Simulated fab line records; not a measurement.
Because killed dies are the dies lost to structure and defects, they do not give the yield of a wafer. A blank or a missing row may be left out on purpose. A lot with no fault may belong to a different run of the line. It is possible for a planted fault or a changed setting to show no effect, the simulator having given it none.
Which tool did it?    flow gf180mcu    6 lots with 18 wafers sampled at 4 steps, on a route of 602 steps

WHAT THE GAUGES READ, wafer by wafer
GF_PSD_TW_MEAS_11.
lot   measured      on             PSD_TW
L917  day 15 03:05  film metro-02  3164 3167 3171
L919  day 15 19:05  film metro-01  3216 3214 3237
L921  day 16 10:29  film metro-01  3189 3211 3201
L925  day 17 19:43  film metro-04  3168 3164 3162
L930  day 19 18:38  film metro-01  3222 3224 3185
L937  day 22 02:34  film metro-01  3181 3190 3184

WHICH TOOL RAN EACH LOT (tool, then ch and the chambers of the sampled wafers, then the start)
lot   GF_HV_LDD_RTA_52                  GF_NSD_STRIP_11                       GF_PSD_STRIP_10
L917  rtp anneal-02 ch 0, day 13 05:35  plasma asher-04 ch 0,1, day 14 05:26  plasma asher-03 ch 0,1, day 15 02:58
L919  rtp anneal-02 ch 0, day 13 20:41  plasma asher-03 ch 0,1, day 14 20:53  plasma asher-04 ch 0,1, day 15 18:58
L921  rtp anneal-02 ch 0, day 14 11:20  plasma asher-03 ch 0,1, day 15 12:16  plasma asher-03 ch 1, day 16 10:22
L925  rtp anneal-02 ch 0, day 15 19:53  plasma asher-03 ch 0,1, day 16 21:05  plasma asher-04 ch 0,1, day 17 19:37
L930  rtp anneal-01 ch 0, day 17 13:26  plasma asher-04 ch 0,1, day 18 18:07  plasma asher-04 ch 0,1, day 19 18:31
L937  rtp anneal-02 ch 0, day 19 22:50  plasma asher-03 ch 0,1, day 21 02:58  plasma asher-02 ch 0,1, day 22 02:28
- GF_HV_LDD_RTA_52: time 10 s.
- GF_NSD_STRIP_11: strips in O2/N2.
- GF_PSD_STRIP_10: strips in O2/N2.

THE ANSWER, worked out from the rows above alone
Rule: the lots themselves supply what counts as usual. Put in order of their means at a reading, lots are off if they are a third of the lots or fewer, leave a main group of 4 or more, and stand apart from it by a gap of 3 or more times the standard deviation of the main group's means; of several such gaps the widest counts. A main group is skipped when, at the precision printed for the reading in the tables above, its means are all equal. A lot without any number at a reading at which 4 lots or more have one is off too. Any other lot the step has rows for is counted as sound.
Across all readings shown, no lot is off: no conclusion can be drawn from this.

WHAT WAS PUT IN BY THE SIMULATOR
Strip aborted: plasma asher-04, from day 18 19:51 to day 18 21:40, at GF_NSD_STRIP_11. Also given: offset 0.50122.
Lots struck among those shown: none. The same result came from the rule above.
